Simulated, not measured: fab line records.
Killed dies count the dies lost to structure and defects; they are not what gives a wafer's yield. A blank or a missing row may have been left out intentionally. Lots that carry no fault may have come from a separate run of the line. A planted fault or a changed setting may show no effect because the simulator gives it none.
8D (eight disciplines) problem report, filled in by code :: flow gf180mcu :: the parts of the form that need people (team, actions taken, sign-off) are left out

1. WHAT WENT WRONG
Across 6 wafers from 2 lots, V3_CVD_00_THK at GF_V3_THK_MEAS_01 averages 481 nm, while fault-free wafers read 601 nm with a standard deviation of 7.5. That is -16 standard deviations from the usual mean.
The first sign was on wafer L186.3 at day 26 09:34, on film-metro-02. At this step, 36 wafers from 12 lots have a number in the record. Rule for "out", or "out of limits": more than 4 standard deviations from the usual mean. The rest of the wafers with a number are treated as sound.

2. WHAT IT IS AND WHAT IT IS NOT
question: which readings at this step
is: V3_CVD_00_THK
is not: -

question: which lots
is: L186, L190
is not: L175, L176, L177, L179, L180, L181, L182, L189, L191, L192

question: which wafers of those lots
is: all that have a number
is not: -

question: read on which gauges
is: film-metro-02, film-metro-03
is not: film-metro-01

question: when
is: from day 26 09:34
is not: up to then (21 sound wafers); but 9 sound wafers of L189, L191, L192 came after

3. SUSPECTS, AND WHAT RULES EACH OUT
Counting: a tool at any process step up to the reading remains a suspect when it ran all the lots that are out and ran no sound lot after the first of those.
- the gauge at GF_V3_THK_MEAS_01 has been ruled out. 2 gauges (film-metro-02, film-metro-03) read the wafers that are out.
- plasma-asher-04 at GF_M3_STRIP_17 (strips in O2/N2): ruled out as a lasting fault. The sound lots L189, L191 went through it after L186, its earliest lot that is out (day 26 08:55).
- hdpcvd-02 at GF_V3_CVD_00 (deposits SiO2, target thk 600 nm, time 100 s): kept. All lots that are out passed through it, beginning with L186 at day 26 09:29, and no sound lot followed; its final sound lot before that point was L182 at day 24 23:16. Out on those wafers are its own readings of sih4-flow-sccm.
Left after counting: hdpcvd-02 at GF_V3_CVD_00.

4. THE CAUSE (what the simulator had put in)
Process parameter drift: hdpcvd-02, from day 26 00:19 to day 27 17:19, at GF_V3_CVD_00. A move of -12 in setting sih4-flow-sccm, from 60. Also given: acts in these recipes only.
After counting, this tool was the only one left.

5. SEQUENCE OF EFFECTS, ordered by route
Each row: a reading whose mean over the struck wafers that have a number lies more than 3 standard deviations from the usual. Only readings whose record carries a usual standard deviation are examined. hours: median over the lots of the time between each lot's start at the first step of this table that gives one and its start at this step. sigmas: the change, counted in usual standard deviations.
hours: 0
step: GF_V3_CVD_00
reading: sih4-flow-sccm
usual: 59.98 sccm
on struck wafers: 47.89
change: -12.09
sigmas: -64

hours: 0
step: GF_V3_THK_MEAS_01
reading: V3_CVD_00_THK
usual: 601 nm
on struck wafers: 481
change: -120
sigmas: -16
Its process steps:
- GF_V3_CVD_00: deposits SiO2, target thk 600 nm, time 100 s.
Later measuring or inspecting steps at which every struck wafer that the step has a row for has a number for every such reading, and none has moved that far: GF_V3_BOW_MEAS_05.

6. WHAT WOULD HAVE CAUGHT IT SOONER
In this record the first reading out of limits at a measuring or inspecting step was taken at day 26 09:34, 9 hours after the fault began at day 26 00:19.
Tool's own readings at GF_V3_CVD_00, sih4-flow-sccm: out on all struck wafers the step has rows for; an alarm limit on them would have tripped on the first.
L190, from the lots that are out (2), started GF_V3_CVD_00 on hdpcvd-02 later than day 26 09:34. Holding the tool at that time would have saved it.
